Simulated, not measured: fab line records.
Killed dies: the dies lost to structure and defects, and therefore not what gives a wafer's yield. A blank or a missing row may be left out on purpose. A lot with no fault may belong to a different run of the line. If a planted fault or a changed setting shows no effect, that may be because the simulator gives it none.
A lot that was struck, set against a sound lot || flow sfqLine || 15 out of 325 route steps
Sound: the wafers L703.1, L703.3, L703.5. Struck: wafer L706.6 (L706.2, L706.4, from the same lot, were not struck and are left out); the cause is given at the end.
Each step with rows lists, per side, the tool, then ch with its chambers, then its first start. Under that, the readings that differ: sound wafers || struck wafers || difference of the means || sigmas: that difference in standard deviations of wafers without a fault.
alike: readings whose means differ by less than 2 such deviations, and words and numbers that are the same on both sides. not compared: withheld readings, readings that some wafer has no value for, bounds like >300 that may hide the same value, and numbers for which the record gives no deviation and whose values overlap.
A row with sigmas, a row that says differs or no value, or rows on one side alone: a step with any of these is where the two part. When numbers do not overlap yet have no deviation, they are printed without sigmas and do not part them. Lack of a reading on every wafer of one side parts them only where that side has two or more wafers.

first, 1 step without rows for these wafers: SFQ_TRILAYER_M4_STRIP_SOLV_CLEAN_098 (cleans in NMP, time 600 s).
SFQ_TRILAYER_I4_DEP_PECVD_099: deposits SiO2 from SiH4/N2O, time 111.11 s, target thk 500 nm.
  sound on pecvd-03 ch 0,1,2, day 44 10:07; struck on pecvd-02 ch 1, day 51 21:03
  alike: heaterPowerW, throttleValvePct
  not compared: sinceWetCleanH
SFQ_TRILAYER_I4_CMP_CMP_100: polishes SiO2.
  sound on cmp-01 ch 0,2, day 44 13:44; struck on cmp-01 ch 3, day 51 23:44
  alike: motorCurrentA, retainingRingPressureFrac, slurryFlowMlMin, timeToEndpointS
SFQ_I4_BOW_MEAS_927:
  sound on filmMetro-03 at day 44 16:14; struck on filmMetro-01 at day 52 00:45
  alike: I4_BOW
SFQ_TRILAYER_I4_METRO_MEASURE_101:
  sound on filmMetro-03 at day 44 16:21; struck on filmMetro-01 at day 52 01:03
{"reading": "thkNm (nm)", "sound": "199.2 198.7 198.7", "struck": 200.8, "difference": "+1.9", "sigmas": "+2"}
then, 6 steps without rows for these wafers: SFQ_TRILAYER_I4_VIA_LITHO_COAT_108 (resist thk 62 nm); SFQ_TRILAYER_I4_VIA_LITHO_COAT_103 (resist thk 650 nm); SFQ_TRILAYER_I4_VIA_LITHO_SOFTBAKE_107; SFQ_TRILAYER_I4_VIA_LITHO_EXPOSE_104 (exposes mask I4, target cd 700 nm); SFQ_TRILAYER_I4_VIA_LITHO_PEB_106 (peb time 60 s); SFQ_TRILAYER_I4_VIA_LITHO_DEVELOP_105 (time 60 s).
SFQ_I4_OVL_MEAS_928:
  sound on overlay-02 at day 44 21:40; struck on overlay-02 at day 52 04:51
  alike: I4_OVL
SFQ_TRILAYER_I4_VIA_BARC_OPEN_VIA_ETCH_146: etches BARC in O2, target depth 125 nm, time 41.7 s.
  sound on rieDiel-02 ch 1,2, day 44 21:41; struck on rieDiel-04 ch 3, day 52 04:53
{"reading": "model.KrF_of_TRILAYER_I4_VIA_LITHO_COAT_103.thkNm (nm)", "sound": "577.6 574.3 571.8", "struck": 553.5, "difference": -21.1, "sigmas": ""}
  alike: drypumpMotorCurrentA, oesProductAu
  not compared: rfHoursCounterH
SFQ_TRILAYER_I4_VIA_ETCH_VIA_ETCH_106: etches SiO2 in CHF3, stops on Nb, target depth 260 nm.
  sound on rieDiel-02 ch 1,2, day 44 21:44; struck on rieDiel-04 ch 3, day 52 04:55
{"reading": "model.KrF_of_TRILAYER_I4_VIA_LITHO_COAT_103.thkNm (nm)", "sound": "534 528.2 526", "struck": 509.4, "difference": -20.0, "sigmas": ""}
  alike: drypumpMotorCurrentA, oesProductAu
SFQ_TRILAYER_I4_VIA_STRIP_STRIP_107: strips in O2.
  sound on rieMetal-02 ch 0,1, day 44 21:51; struck on rieMetal-02 ch 0, day 52 05:14
  alike: drypumpMotorCurrentA, oesProductAu
  not compared: rfHoursCounterH

## WHERE THEY PART
Only at SFQ_TRILAYER_I4_METRO_MEASURE_101, as far as this record shows. Later steps at which nothing parts them and some readings are alike: SFQ_I4_OVL_MEAS_928, SFQ_TRILAYER_I4_VIA_BARC_OPEN_VIA_ETCH_146, SFQ_TRILAYER_I4_VIA_ETCH_VIA_ETCH_106, SFQ_TRILAYER_I4_VIA_STRIP_STRIP_107.

WHY: the cause the simulator had injected
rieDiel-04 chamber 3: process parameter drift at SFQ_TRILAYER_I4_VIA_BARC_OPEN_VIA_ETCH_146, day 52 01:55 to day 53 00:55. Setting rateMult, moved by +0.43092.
